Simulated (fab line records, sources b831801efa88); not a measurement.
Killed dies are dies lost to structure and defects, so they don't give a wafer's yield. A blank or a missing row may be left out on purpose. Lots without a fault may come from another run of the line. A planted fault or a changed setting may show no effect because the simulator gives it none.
Which tool did it? | flow sky130 | 13 lots, 39 wafers sampled, at 5 steps of a route of 708

WHAT THE GAUGES READ, wafer by wafer
SKY_SONOS_ONO_THK_MEAS_01. Usual: SONOS_ONO_OXIDATION_THK 2.58 nm, standard deviation 0.06.
lot  | measured     | on            | SONOS_ONO_OXIDATION_THK (nm)  | flag
L253 | day 11 17:06 | film_metro-02 | 2.58 2.57 2.49                |
L254 | day 12 02:32 | film_metro-04 | 2.66 2.62 2.63                |
L256 | day 12 14:52 | film_metro-02 | 2.58 2.54 2.61                |
L257 | day 12 17:44 | film_metro-04 | 2.59 2.54 2.53                |
L258 | day 13 04:59 | film_metro-01 | 2.60 2.55 2.57                |
L261 | day 14 07:20 | film_metro-01 | 2.52 2.56 2.55                |
L262 | day 14 15:06 | film_metro-01 | 2.60 2.63 2.61                |
L263 | day 14 17:37 | film_metro-02 | 2.55 2.70 2.65                |
L264 | day 15 05:05 | film_metro-01 | 2.55 2.58 2.56                |
L266 | day 15 22:14 | film_metro-02 | 2.59 2.56 2.53                |
L267 | day 16 06:10 | film_metro-02 | 2.97 2.97 2.91 2.89 2.92 2.95 | OFF
L268 | day 16 18:53 | film_metro-02 | 2.83 2.93 2.89 2.82 2.91 2.79 | OFF
L276 | day 19 22:19 | film_metro-04 | 2.65 2.63 2.66                |

SKY_VIA3_BOW_MEAS_03. Usual: VIA3_BOW 78 um, standard deviation 7.1.
lot  | measured     | on            | VIA3_BOW (um) | flag
L253 | day 38 18:25 | film_metro-01 | 82 70 80      |
L254 | day 39 00:51 | film_metro-01 | 78 87 84      |
L256 | day 39 21:22 | film_metro-02 | 88 81 77      |
L257 | day 39 21:32 | film_metro-02 | 77 68 71      |
L258 | day 40 09:28 | film_metro-03 | 76 80 86      |
L261 | day 41 06:52 | film_metro-01 | 63 71 79      |
L262 | day 41 13:06 | film_metro-01 | 86 86 77      |
L263 | day 41 17:37 | film_metro-03 | 89 66 68      |
L264 | day 42 01:21 | film_metro-02 | 71 71 79      |
L266 | day 42 16:55 | film_metro-03 | 70 67 76      |
L267 | day 42 20:35 | film_metro-01 | 78 86 78      |
L268 | day 43 10:14 | film_metro-03 | 77 77 78      |
L276 | day 45 15:30 | film_metro-01 | 82 61 69      |

SKY_VIA3_RS_MEAS_22: measures by four-point-probe. Usual: VIA3_W_RS 0.295 ohm/sq, standard deviation 0.0035.
lot  | measured     | on            | VIA3_W_RS (ohm/sq) | flag
L253 | day 39 20:31 | film_metro-02 | 0.295 0.295 0.293  |
L254 | day 40 02:06 | film_metro-02 | 0.298 0.293 0.295  |
L256 | day 40 22:47 | film_metro-01 | 0.295 0.296 0.296  |
L257 | day 40 23:34 | film_metro-03 | 0.291 0.295 0.297  |
L258 | day 41 11:20 | film_metro-02 | 0.292 0.299 0.296  |
L261 | day 42 08:43 | film_metro-02 | 0.296 0.292 0.297  |
L262 | day 42 14:28 | film_metro-02 | 0.298 0.298 0.298  |
L263 | day 42 18:28 | film_metro-01 | 0.297 0.301 0.303  |
L264 | day 43 01:37 | film_metro-01 | 0.296 0.296 0.291  |
L266 | day 43 16:27 | film_metro-01 | 0.297 0.296 0.293  |
L267 | day 43 20:10 | film_metro-03 | 0.289 0.292 0.299  |
L268 | day 44 10:04 | film_metro-01 | 0.292 0.288 0.295  |
L276 | day 46 13:49 | film_metro-03 | 0.289 0.289 0.287  |

WHICH TOOL RAN EACH LOT (tool, then ch and the chambers of the sampled wafers, then the start)
lot  | SKY_SONOS_ONO_OXIDATION_00    | SKY_METAL3_SPUTTER_00
L253 | furnace-01 ch 0, day 11 15:45 | pvd_sputter-03, day 36 13:46
L254 | furnace-02 ch 0, day 12 01:11 | pvd_sputter-02, day 36 19:49
L256 | furnace-01 ch 0, day 12 13:31 | pvd_sputter-01, day 37 15:31
L257 | furnace-01 ch 0, day 12 16:23 | pvd_sputter-03, day 37 15:55
L258 | furnace-01 ch 0, day 13 03:38 | pvd_sputter-03, day 38 04:34
L261 | furnace-02 ch 0, day 14 05:57 | pvd_sputter-03, day 39 03:16
L262 | furnace-02 ch 0, day 14 13:44 | pvd_sputter-02, day 39 09:43
L263 | furnace-02 ch 0, day 14 16:16 | pvd_sputter-01, day 39 14:31
L264 | furnace-02 ch 0, day 15 03:44 | pvd_sputter-02, day 39 21:11
L266 | furnace-02 ch 0, day 15 20:52 | pvd_sputter-02, day 40 13:49
L267 | furnace-02 ch 0, day 16 04:49 | pvd_sputter-03, day 40 18:39
L268 | furnace-02 ch 0, day 16 17:32 | pvd_sputter-03, day 41 09:40
L276 | furnace-01 ch 0, day 19 20:57 | pvd_sputter-01, day 43 17:17
- SKY_SONOS_ONO_OXIDATION_00: stabilise 600 s, purge 300 s, target thk 2.6 nm.
- SKY_METAL3_SPUTTER_00: material Ti, target thk 15 nm, time 10 s.

WHAT THE TOOLS THEMSELVES READ (means of the sampled wafers that have a number; where no wafer has one, the mark that the record gives instead)
SKY_SONOS_ONO_OXIDATION_00. Usual: spike_tc_centre_C 800.6 C, standard deviation 0.98; tube_center_temp_C 800 C, standard deviation 0.074.
lot  | tool       | spike_tc_centre_C (C) | tube_center_temp_C (C) | flag
L253 | furnace-01 | 800.3                 | 800                    |
L254 | furnace-02 | 799.6                 | 800                    |
L256 | furnace-01 | 800.9                 | 800                    |
L257 | furnace-01 | 800.9                 | 800                    |
L258 | furnace-01 | 801.0                 | 800                    |
L261 | furnace-02 | 800.1                 | 800                    |
L262 | furnace-02 | 800.2                 | 800                    |
L263 | furnace-02 | 800.1                 | 800                    |
L264 | furnace-02 | 800.5                 | 800                    |
L266 | furnace-02 | 801.1                 | 800                    |
L267 | furnace-02 | 801.3                 | 800                    |
L268 | furnace-02 | 799.2                 | 800                    |
L276 | furnace-01 | 801.5                 | 800                    |

SKY_METAL3_SPUTTER_00. Usual: throttle_valve_pct 30.0 %, standard deviation 1.4.
lot  | tool           | throttle_valve_pct (%) | flag
L253 | pvd_sputter-03 | 30.2                   |
L254 | pvd_sputter-02 | 30.5                   |
L256 | pvd_sputter-01 | 29.3                   |
L257 | pvd_sputter-03 | 30.0                   |
L258 | pvd_sputter-03 | 30.1                   |
L261 | pvd_sputter-03 | 31.2                   |
L262 | pvd_sputter-02 | 30.6                   |
L263 | pvd_sputter-01 | 28.3                   |
L264 | pvd_sputter-02 | 30.6                   |
L266 | pvd_sputter-02 | 30.6                   |
L267 | pvd_sputter-03 | 31.1                   |
L268 | pvd_sputter-03 | 31.1                   |
L276 | pvd_sputter-01 | 28.6                   |

THE ANSWER, worked out from the rows above alone
Rule: a lot is off if the mean of its wafers that have a number lies more than 3 standard deviations from the usual mean. A lot without any number at a reading at which 4 lots or more have one is off too. The other lots that the step has rows for count as sound. The gauges are gone through in route order, then the tools' own readings, and for those a lot's mean is taken as printed above. The first step at which some lot is off is used, and at that step the reading that is off furthest; a lot without a number counts as furthest.
Off: L267, L268, at SKY_SONOS_ONO_THK_MEAS_01 (SONOS_ONO_OXIDATION_THK).
A tool fits if, at a process step before that reading, it ran every lot that is off, and no sound lot after the first of them. The gauges at SKY_SONOS_ONO_THK_MEAS_01 are tried like those tools. Can't be told from this: 2 tools fit, furnace-02 at SKY_SONOS_ONO_OXIDATION_00, film_metro-02 at SKY_SONOS_ONO_THK_MEAS_01.

WHAT THE SIMULATOR HAD PUT IN
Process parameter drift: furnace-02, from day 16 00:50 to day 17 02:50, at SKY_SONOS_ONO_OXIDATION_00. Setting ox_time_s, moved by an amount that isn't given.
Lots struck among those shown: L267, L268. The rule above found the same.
